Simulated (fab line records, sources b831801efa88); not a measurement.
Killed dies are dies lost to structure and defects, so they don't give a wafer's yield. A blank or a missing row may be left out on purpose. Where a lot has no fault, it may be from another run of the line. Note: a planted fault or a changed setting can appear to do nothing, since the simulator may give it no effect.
Matching of chambers -- flow gf180mcu -- GF_V5_CVD_02 on pecvd-03: 3 sister chambers
The step deposits SiO2 from TEOS, target thk 1450 nm, time 163.28 s. 16 wafers are shown with their chamber, then 8 later ones without.

WAFERS, EACH WITH ITS CHAMBER
wafer,chamber,heater-power-w (W),heater-power-outer-w (W)
L080.1,0,880,504
L080.3,1,679,375
L080.4,2,534,277
L081.2,1,716,399
L081.4,0,903,530
L081.5,1,621,336
L082.1,1,781,453
L082.3,0,902,501
L082.6,1,712,402
L085.1,1,700,393
L085.3,0,921,531
L085.6,0,749,395
L090.3,1,641,359
L090.5,1,753,419
L090.6,0,862,521
L091.1,2,604,326

SIGNATURES, as means of the wafers listed above
reading,chamber 0,chamber 1,chamber 2,scatter within a chamber
heater-power-w,869.50,700.38,569.00,56.8
heater-power-outer-w,497.00,392.00,301.50,42.6
Rule: a wafer lies at a distance from a chamber equal to the root of the sum of squares, over the readings, of (its reading less the chamber's mean, divided by the reading's scatter). If the next closest chamber is less than 2 further off than the closest, the wafer can't be placed; otherwise it belongs to the closest. The scatter is the square root of a quotient: the sum, over the shown wafers, of each reading's squared deviation from its chamber's mean, divided by wafers minus chambers.

WAFERS MISSING THEIR CHAMBER
wafer,heater-power-w (W),heater-power-outer-w (W)
L091.2,734,421
L091.5,655,373
L092.1,676,388
L092.3,822,497
L092.6,539,281
L094.1,646,369
L094.2,831,487
L094.4,532,278

EACH ONE'S CHAMBER
wafer,from the rows above,in truth
L091.2,1,1
L091.5,can't be placed: 1 or 2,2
L092.1,1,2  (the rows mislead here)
L092.3,0,0
L092.6,2,2
L094.1,can't be placed: 1 or 2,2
L094.2,0,0
L094.4,2,2
5 of 8 placed correctly. Unplaceable from these rows: 2, with the true chamber sitting among the candidates in 2. Wrongly placed: 1.
